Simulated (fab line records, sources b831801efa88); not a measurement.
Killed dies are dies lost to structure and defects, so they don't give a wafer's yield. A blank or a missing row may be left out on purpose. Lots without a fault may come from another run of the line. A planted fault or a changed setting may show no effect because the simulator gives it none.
Which tool did it? | flow sky130 | 12 lots, 36 wafers sampled, at 4 steps of a route of 708

WHAT THE GAUGES READ, wafer by wafer
SKY_VT_ADJUST_LVTN_TW_MEAS_21.
lot  | measured     | on            | VT_ADJUST_LVTN_2_TW
L389 | day 7 20:29  | film_metro-03 | 191.2 191.5 191.0
L390 | day 8 03:18  | film_metro-03 | 192.4 191.2 192.0
L391 | day 8 11:38  | film_metro-03 | 191.5 192.3 191.7
L392 | day 8 20:23  | film_metro-04 | 191.1 190.6 190.9
L394 | day 9 03:57  | film_metro-03 | 191.2 191.6 191.3
L395 | day 9 11:14  | film_metro-03 | 191.1 190.9 191.7
L398 | day 10 12:11 | film_metro-03 | 190.5 190.8 190.5
L399 | day 10 17:53 | film_metro-03 | 191.1 191.1 189.9
L401 | day 11 04:56 | film_metro-04 | 191.6 191.6 191.5
L405 | day 12 08:01 | film_metro-04 | 191.6 192.2 190.7
L406 | day 12 11:46 | film_metro-03 | 190.7 191.0 190.9
L407 | day 12 19:58 | film_metro-03 | 189.4 191.3 189.6

SKY_SONOS_TUNNEL_TW_MEAS_12.
lot  | measured     | on            | SONOS_TUNNEL_TW
L389 | day 11 10:19 | film_metro-02 | 193 194 193
L390 | day 11 18:55 | film_metro-04 | 201 201 203
L391 | day 12 04:10 | film_metro-03 | 200 201 201
L392 | day 12 16:13 | film_metro-04 | 201 201 202
L394 | day 13 01:10 | film_metro-04 | 201 201 201
L395 | day 13 08:24 | film_metro-04 | 199 200 200
L398 | day 14 15:04 | film_metro-02 | 194 193 193
L399 | day 14 23:01 | film_metro-02 | 193 193 193
L401 | day 15 12:07 | film_metro-04 | 200 200 200
L405 | day 16 19:31 | film_metro-02 | 184 184 184
L406 | day 16 22:23 | film_metro-04 | 192 192 191
L407 | day 17 08:37 | film_metro-03 | 200 201 201

SKY_CONTACT_THK_MEAS_01.
lot  | measured     | on            | CONTACT_CVD_00_THK (nm)
L389 | day 30 15:50 | film_metro-01 | 74.6 76.2 78.3
L390 | day 31 01:39 | film_metro-03 | 73.3 76.1 75.1
L391 | day 31 13:59 | film_metro-03 | 76.1 77.1 74.6
L392 | day 32 05:03 | film_metro-03 | 74.9 73.4 77.4
L394 | day 32 07:35 | film_metro-02 | 74.9 75.9 78.0
L395 | day 32 20:54 | film_metro-02 | 74.6 75.9 75.6
L398 | day 34 06:21 | film_metro-03 | 73.9 75.1 74.2
L399 | day 34 13:48 | film_metro-02 | 73.9 75.0 75.7
L401 | day 34 21:14 | film_metro-02 | 72.8 74.9 76.7
L405 | day 36 05:26 | film_metro-02 | 76.0 75.3 76.7
L406 | day 36 08:26 | film_metro-03 | 75.9 75.2 74.9
L407 | day 36 15:53 | film_metro-01 | 74.0 76.2 75.1

WHICH TOOL RAN EACH LOT (tool, then ch and the chambers of the sampled wafers, then the start)
lot  | SKY_SONOS_TUNNEL_IMPLANT_09
L389 | implanter-02 ch 0, day 11 09:55
L390 | implanter-01 ch 0, day 11 18:31
L391 | implanter-03 ch 0, day 12 03:41
L392 | implanter-01 ch 0, day 12 15:50
L394 | implanter-03 ch 0, day 13 00:46
L395 | implanter-03 ch 0, day 13 08:00
L398 | implanter-02 ch 0, day 14 14:40
L399 | implanter-03 ch 0, day 14 22:37
L401 | implanter-03 ch 0, day 15 11:42
L405 | implanter-03 ch 0, day 16 19:05
L406 | implanter-03 ch 0, day 16 21:58
L407 | implanter-01 ch 0, day 17 08:11
- SKY_SONOS_TUNNEL_IMPLANT_09

WHAT THE TOOLS THEMSELVES READ (means of the sampled wafers that have a number; where no wafer has one, the mark that the record gives instead)
SKY_SONOS_TUNNEL_IMPLANT_09.
lot  | tool         | beam_energy_keV | beam_on_s (s) | dose_ions_cm2 | faraday_current_uA
L389 | implanter-02 | 20.312          | 10.19         | 1.0006e+12    | 5.54
L390 | implanter-01 | 20.314          | 10.17         | 1.0001e+12    | 5.55
L391 | implanter-03 | 20.307          | 9.99          | 9.9860e+11    | 5.64
L392 | implanter-01 | 20.307          | 10.09         | 1.0004e+12    | 5.59
L394 | implanter-03 | 20.309          | 10.06         | 1.0001e+12    | 5.60
L395 | implanter-03 | 20.313          | 9.94          | 9.9993e+11    | 5.67
L398 | implanter-02 | 20.304          | 9.94          | 1.0005e+12    | 5.66
L399 | implanter-03 | 20.314          | 10.00         | 9.9923e+11    | 5.65
L401 | implanter-03 | 20.313          | 9.93          | 9.9930e+11    | 5.69
L405 | implanter-03 | 20.305          | 8.40          | 9.9993e+11    | 6.71
L406 | implanter-03 | 20.302          | 8.37          | 9.9950e+11    | 6.74
L407 | implanter-01 | 20.315          | 9.99          | 9.9833e+11    | 5.66

THE ANSWER, worked out from the rows above alone
Rule: what is usual is taken from the lots themselves. Put in order of their means at a reading, lots are off if they are a third of the lots or fewer, leave a main group of 4 or more, and stand apart from it by a gap of 3 or more times the standard deviation of the main group's means; of several such gaps the widest counts. A main group whose means are all the same, to the digits that the tables above print for the reading, isn't used. A lot without any number at a reading at which 4 lots or more have one is off too. The other lots that the step has rows for count as sound. The gauges are gone through in route order, then the tools' own readings, and for those a lot's mean is taken as printed above. The first step at which some lot is off is used, and at that step the reading that is off furthest; a lot without a number counts as furthest.
Off: L405, L406, at SKY_SONOS_TUNNEL_IMPLANT_09 (faraday_current_uA). The main group: mean 5.62, standard deviation 0.049.
A tool fits if, at that step or a process step before it, it ran every lot that is off, and no sound lot after the first of them. One fits: implanter-03 at SKY_SONOS_TUNNEL_IMPLANT_09. Its last sound lot is L401 (day 15 11:42), its first lot that is off L405 (day 16 19:05): a fault that began between those two fits.
The tool's own readings at SKY_SONOS_TUNNEL_IMPLANT_09 bear it out: on the lots that are off they differ by more than 5 times the standard deviation of the sound lots' means. beam_on_s reads 8.38 s there against 10.03 s on the sound lots; faraday_current_uA reads 6.72 there against 5.62 on the sound lots.

WHAT THE SIMULATOR HAD PUT IN
Process parameter drift: implanter-03, from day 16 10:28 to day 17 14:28, at SKY_SONOS_TUNNEL_IMPLANT_09. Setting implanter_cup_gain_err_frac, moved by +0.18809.
Lots struck among those shown: L405, L406. The rule above found the same.
